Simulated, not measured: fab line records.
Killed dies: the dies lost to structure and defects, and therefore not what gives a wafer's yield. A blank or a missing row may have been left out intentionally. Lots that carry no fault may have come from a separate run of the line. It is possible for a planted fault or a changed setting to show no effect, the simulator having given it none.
Which tool was responsible?    flow sky130    6 lots, 18 wafers sampled, at 2 steps of a route of 708

WHAT THE GAUGES READ, wafer by wafer
SKY_SONOS_ONO_THK_MEAS_05.
lot   measured      on             SONOS_ONO_CVD_04_THK (nm)
L774  day 12 00:46  film_metro-02  5.61 5.64 5.64
L776  day 12 14:06  film_metro-02  5.58 5.60 5.53
L778  day 13 10:07  film_metro-02  5.95 5.92 5.93
L780  day 13 20:05  film_metro-01  5.93 5.77 5.88
L783  day 14 20:49  film_metro-04  5.78 5.72 5.85
L789  day 16 21:58  film_metro-02  6.24 6.36 6.34

TOOL THAT RAN EACH LOT (tool first, then ch and the chambers of the sampled wafers, then the start)
lot   SKY_SONOS_ONO_CVD_04
L774  lpcvd-03 ch 0, day 11 23:31
L776  lpcvd-03 ch 1, day 12 12:50
L778  lpcvd-03 ch 0, day 13 08:50
L780  lpcvd-03 ch 0, day 13 18:50
L783  lpcvd-03 ch 0, day 14 19:34
L789  lpcvd-03 ch 1, day 16 20:42
- SKY_SONOS_ONO_CVD_04: deposits SiO2 from SiH4/N2O, target thk 5.7199 nm.

THE ANSWER, worked out from the rows above alone
Rule: what is usual is taken from the lots themselves. Put in order of their means at a reading, lots are off if they are a third of the lots or fewer, leave a main group of 4 or more, and stand apart from it by a gap of 3 or more times the standard deviation of the main group's means; of several such gaps the widest counts. Not used: any main group whose means are identical at the precision the tables above print for the reading. Also off: a lot with no number at a reading for which 4 or more lots have one. All remaining lots with rows at the step are treated as sound.
No lot is off at any reading shown: from this, nothing can be told.

WHAT WAS PUT IN BY THE SIMULATOR
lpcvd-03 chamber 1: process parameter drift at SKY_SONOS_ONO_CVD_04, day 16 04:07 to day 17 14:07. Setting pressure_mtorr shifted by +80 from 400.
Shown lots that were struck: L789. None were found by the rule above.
